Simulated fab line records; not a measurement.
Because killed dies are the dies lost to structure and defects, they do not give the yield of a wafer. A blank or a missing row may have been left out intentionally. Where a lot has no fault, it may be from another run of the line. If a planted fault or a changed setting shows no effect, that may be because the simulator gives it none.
Problem report in the 8D (eight disciplines) form, filled by code :: flow gf180mcu :: the parts of the form that need people (team, actions taken, sign-off) are left out

== 1. THE PROBLEM ==
Wafers without a fault read 120.02 C, standard deviation 0.14; primeTempC at GF_HV_LDD_HMDS_13 reads a mean of 127.02 C on 6 wafers belonging to 2 lots. That puts it +50 standard deviations away from the usual mean.
The step: prime time 60 s.
Earliest sighting: wafer L283.4 on lithoTrack-02 at day 14 05:47. The record has a number at this step for 42 wafers belonging to 14 lots. Rule for "out" (also "out of limits"): further than 4 standard deviations from the usual mean. The other wafers with a number count as sound.

== 2. WHAT IT IS, AND WHAT IT ISN'T ==
question: which readings at this step
is: primeTempC
is not: resistLineTempC

question: which lots
is: L283, L284
is not: L271, L272, L273, L275, L277, L279, L281, L286, L288, L290, L291, L294

question: which wafers of those lots
is: all that have a number
is not: -

question: read on which tools
is: lithoTrack-02
is not: lithoTrack-01, lithoTrack-04

question: when
is: from day 14 05:47
is not: up to then (21 sound wafers); but 15 sound wafers of L286, L288, L290, L291, L294 came after

== 3. WHAT RULES OUT EACH SUSPECT ==
Counting: a tool stays on the suspect list if, at a process step up to the reading, it processed all lots that are out and no sound lot following the first of them.
- lithoTrack-02 at GF_HV_LDD_HMDS_13 (prime time 60 s): kept. It ran every lot that is out, first L283 (day 14 05:47), and no sound lot after that; its last sound lot up to then is L279 (day 12 19:45). Out on those wafers are its own readings of primeTempC.
After counting, what remains is lithoTrack-02 at GF_HV_LDD_HMDS_13.

== 4. THE CAUSE (what the simulator had put in) ==
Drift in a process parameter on lithoTrack-02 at GF_HV_LDD_HMDS_13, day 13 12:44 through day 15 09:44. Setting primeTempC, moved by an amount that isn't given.
This tool alone remained once counting was done.

== 5. THE CHAIN OF EFFECTS, in route order ==
Each row: a reading whose mean over the struck wafers that have a number lies more than 3 standard deviations from the usual. Readings are gone through only where the record gives a usual standard deviation; hours: the median, over the lots, of the time from a lot's start at the first step in this table giving one to that lot's start at this step; sigmas: the change measured in usual standard deviations.
hours: 0
step: GF_HV_LDD_HMDS_13
reading: primeTempC
usual: 120.02 C
on struck wafers: 127.02
change: +7.00
sigmas: +50
Process steps it contains:
- GF_HV_LDD_HMDS_13: prime time 60 s.
Later measuring or inspecting steps at which every struck wafer that the step has a row for has a number for every such reading, and none has moved that far: GF_M4_THK_MEAS_06.

== 6. WHAT WOULD HAVE CAUGHT IT SOONER ==
In this record no reading fell out of limits until day 14 05:47, 17 hours after the fault had begun at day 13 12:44.
